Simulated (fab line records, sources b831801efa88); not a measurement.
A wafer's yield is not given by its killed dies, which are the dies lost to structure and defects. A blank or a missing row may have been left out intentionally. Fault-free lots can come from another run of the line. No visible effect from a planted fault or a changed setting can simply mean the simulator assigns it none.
Problem report in the 8D (eight disciplines) form, filled by code	flow sky130	the parts of the form that need people (team, actions taken, sign-off) are left out

== 1. THE PROBLEM ==
Mean CAPM_CVD_00_THK at SKY_CAPM_THK_MEAS_01: 26.41 nm over 6 wafers in 2 lots; fault-free wafers: 15.50 nm, standard deviation 0.22. Relative to the usual mean, that is a shift of +50 standard deviations.
Seen first at day 38 23:14 on film-metro-03, wafer L864.3. The record holds 39 wafers of 13 lots with a number at this step. The rule behind "out" and "out of limits": a value lying over 4 standard deviations away from the usual mean. All remaining wafers that have a number are taken as sound.

== 2. WHAT IT IS, AND WHAT IT ISN'T ==
question	is	is not
which readings at this step	CAPM_CVD_00_THK	-
which lots	L864, L869	L856, L857, L858, L859, L862, L868, L870, L871, L873, L878, L879
which wafers of those lots	all that have a number	-
read on which gauges	film-metro-01, film-metro-03	film-metro-04
when	from day 38 23:14	up to then (15 sound wafers); but 18 sound wafers of L868, L870, L871, L873, L878, L879 came after

== 3. WHAT RULES OUT EACH SUSPECT ==
Counting: a tool at a process step up to the reading stays a suspect if it ran every lot that is out and no sound lot after the first of them.
- the gauge at SKY_CAPM_THK_MEAS_01: ruled out. Those wafers that are out were read across 2 gauges (film-metro-01, film-metro-03).
- pecvd-01 at SKY_CAPM_CVD_00 (deposits SiO2, target thk 15.5 nm): ruled out as a lasting fault. Sound lots L878 ran on it after its first lot that is out, L864 (day 38 23:12).
Left after counting: nothing in the record.

== 4. THE CAUSE (what the simulator had put in) ==
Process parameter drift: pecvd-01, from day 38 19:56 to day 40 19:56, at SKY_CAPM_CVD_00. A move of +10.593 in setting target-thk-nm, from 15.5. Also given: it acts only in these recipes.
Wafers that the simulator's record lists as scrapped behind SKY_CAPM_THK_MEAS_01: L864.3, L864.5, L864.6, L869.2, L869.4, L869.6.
The count ruled it out by mistake, since the rule takes a fault to strike every lot its tool runs from the start of the fault on, and this one did not do so.

== 5. SEQUENCE OF EFFECTS, ordered by route ==
Each row: a reading where the mean over the struck wafers with a number is more than 3 standard deviations away from the usual. Only readings whose record carries a usual standard deviation are examined. hours: median over the lots of the time between each lot's start at the first step of this table that gives one and its start at this step. sigmas: the change, counted in usual standard deviations.
hours	step	reading	usual	on struck wafers	change	sigmas
0	SKY_CAPM_THK_MEAS_01	CAPM_CVD_00_THK	15.50 nm	26.41	+10.91	+50

== 6. HOW IT WOULD HAVE BEEN CAUGHT EARLIER ==
The first out-of-limits reading at a measuring or inspecting step in this record came at day 38 23:14, 3 hours after the fault's start at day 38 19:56.
Of the tool readings at SKY_CAPM_CVD_00 for which the record gives a usual standard deviation, none was out on any struck wafer, so an alarm limit of 4 standard deviations on them would not have fired.
